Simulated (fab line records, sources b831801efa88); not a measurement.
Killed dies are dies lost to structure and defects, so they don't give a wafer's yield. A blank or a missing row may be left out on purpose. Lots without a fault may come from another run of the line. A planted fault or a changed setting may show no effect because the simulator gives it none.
Which tool did it? | flow sky130 | 6 lots, 17 wafers sampled, at 3 steps of a route of 708

WHAT THE GAUGES READ, wafer by wafer
SKY_GATE_OXIDE_TW_MEAS_14.
lot  | measured     | on            | GATE_OXIDE_TW
L961 | day 16 17:40 | film_metro-04 | 223.9 224.8 224.3
L962 | day 17 00:41 | film_metro-04 | 224.2 224.9 224.3
L965 | day 18 02:07 | film_metro-03 | 228.2 229.1 228.8
L967 | day 18 18:22 | film_metro-03 | 228.6 229.4 229.6
L970 | day 20 00:10 | film_metro-02 | 225.8 225.8 225.6
L971 | day 20 04:26 | film_metro-04 | 223.4 220.4

WHICH TOOL RAN EACH LOT (tool, then ch and the chambers of the sampled wafers, then the start)
lot  | SKY_SONOS_ONO_ETCH_15              | SKY_GATE_OXIDE_IMPLANT_11
L961 | rie_diel-02 ch 1,2,3, day 15 11:25 | implanter-04 ch 0, day 16 17:20
L962 | rie_diel-02 ch 0,1,3, day 15 17:20 | implanter-03 ch 0, day 17 00:19
L965 | rie_diel-02 ch 1,3, day 16 19:46   | implanter-03 ch 0, day 18 01:46
L967 | rie_diel-01 ch 0,1,3, day 17 10:25 | implanter-02 ch 0, day 18 18:01
L970 | rie_diel-03 ch 1,2, day 18 14:55   | implanter-03 ch 0, day 19 23:50
L971 | rie_diel-01 ch 1,2, day 18 18:26   | implanter-02 ch 0, day 20 04:07
- SKY_SONOS_ONO_ETCH_15: etches the open film in CHF3/O2, target depth 19.52 nm, time 7.8 s.
- SKY_GATE_OXIDE_IMPLANT_11

THE ANSWER, worked out from the rows above alone
Rule: what is usual is taken from the lots themselves. Put in order of their means at a reading, lots are off if they are a third of the lots or fewer, leave a main group of 4 or more, and stand apart from it by a gap of 3 or more times the standard deviation of the main group's means; of several such gaps the widest counts. A main group whose means are all the same, to the digits that the tables above print for the reading, isn't used. A lot without any number at a reading at which 4 lots or more have one is off too. The other lots that the step has rows for count as sound.
No lot is off at any reading shown: from this, nothing can be told.

WHAT THE SIMULATOR HAD PUT IN
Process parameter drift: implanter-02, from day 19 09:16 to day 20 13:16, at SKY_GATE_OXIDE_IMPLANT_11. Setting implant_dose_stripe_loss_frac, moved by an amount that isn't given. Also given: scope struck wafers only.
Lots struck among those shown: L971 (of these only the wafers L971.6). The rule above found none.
